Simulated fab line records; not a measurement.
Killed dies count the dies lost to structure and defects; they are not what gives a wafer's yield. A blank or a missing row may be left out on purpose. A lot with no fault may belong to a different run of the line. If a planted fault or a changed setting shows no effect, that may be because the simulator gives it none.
A struck lot beside a sound one || flow sfq_line || 14 out of 325 route steps
Sound: wafers L309.3, L309.4, L309.6. Struck: wafers L327.4, L327.5, L327.6. Last of all comes the cause.
For every step that has rows: the tool of each side, followed by ch and its chambers, followed by its first start. Under that, the readings that differ: sound wafers || struck wafers || difference of the means || sigmas: that difference in standard deviations of wafers without a fault.
alike: words and numbers the same on both sides, and readings whose means are apart by under 2 such deviations; not compared: readings that were withheld, readings missing a value for some wafer, numbers with overlapping values and no deviation given by the record, and bounds like >300 which may hide the same value.
Wherever a step has rows on one side only, a row that says differs or no value, or a row with sigmas, the two part there. Numbers that don't overlap but have no deviation are shown without sigmas and don't part them. A reading missing from all wafers of one side parts the sides only when that side holds two or more wafers.

first, 1 step without rows for these wafers: SFQ_TRILAYER_JJ_ANODIZE_ANODIZE_119.
SFQ_TRILAYER_JJ_CE_STRIP_STRIP_120: strips in O2.
  sound on rie_metal-01 ch 0,1, day 53 04:11; struck on rie_metal-02 ch 0, day 60 13:54
  alike: drypump_motor_current_A, oes_product_au, platen_temp_c
  not compared: rf_hours_counter_h
then, 7 steps without rows for these wafers: SFQ_TRILAYER_JJ_CE_STRIP_SOLV_CLEAN_121 (cleans in NMP, time 600 s); SFQ_TRILAYER_M5_LITHO_COAT_128 (resist thk 62 nm); SFQ_TRILAYER_M5_LITHO_COAT_123 (resist thk 600 nm); SFQ_TRILAYER_M5_LITHO_SOFTBAKE_127; SFQ_TRILAYER_M5_LITHO_EXPOSE_124 (exposes mask M5, target cd 700 nm); SFQ_TRILAYER_M5_LITHO_PEB_126 (peb time 60 s); SFQ_TRILAYER_M5_LITHO_DEVELOP_125 (time 60 s).
-- the record jumps here: 4 days lie between the struck wafers' starts before and after --
SFQ_M5_OVL_MEAS_932:
  sound on overlay-02, day 58 12:35; struck on overlay-01, day 64 11:23
  alike: M5_OVL
SFQ_TRILAYER_M5_BARC_OPEN_METAL_ETCH_161: etches BARC in O2, target depth 125 nm, time 41.7 s.
  sound on rie_metal-03 ch 0,1, day 58 12:37; struck on rie_metal-03 ch 0,1, day 64 11:25
  alike: drypump_motor_current_A, oes_product_au
  not compared: rf_hours_counter_h
SFQ_TRILAYER_M5_ETCH_METAL_ETCH_126: etches Nb in Cl2/BCl3, stops on SiO2, time 203.2 s, target depth 265 nm.
  sound on rie_metal-03 ch 0,1, day 58 12:44; struck on rie_metal-03 ch 0,1, day 64 11:32
  alike: drypump_motor_current_A, oes_product_au
  not compared: rf_hours_counter_h
SFQ_TRILAYER_M5_STRIP_STRIP_127: strips in O2.
  sound on rie_metal-03 ch 0,1, day 58 13:04; struck on rie_metal-03 ch 0,1, day 64 11:52
{"reading": "platen_temp_c (C)", "sound": "39.94 39.86 40.01", "struck": "40.93 40.89 40.80", "difference": "+0.94", "sigmas": "+8"}
  alike: drypump_motor_current_A, oes_product_au
  not compared: rf_hours_counter_h
then, 1 step without rows for these wafers: SFQ_TRILAYER_M5_STRIP_SOLV_CLEAN_128 (cleans in NMP, time 600 s).

WHERE THEY PART
Only at SFQ_TRILAYER_M5_STRIP_STRIP_127, within this record.

WHY: what the simulator had put in
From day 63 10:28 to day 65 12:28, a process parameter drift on rie_metal-03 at SFQ_TRILAYER_M5_STRIP_STRIP_127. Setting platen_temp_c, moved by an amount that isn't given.
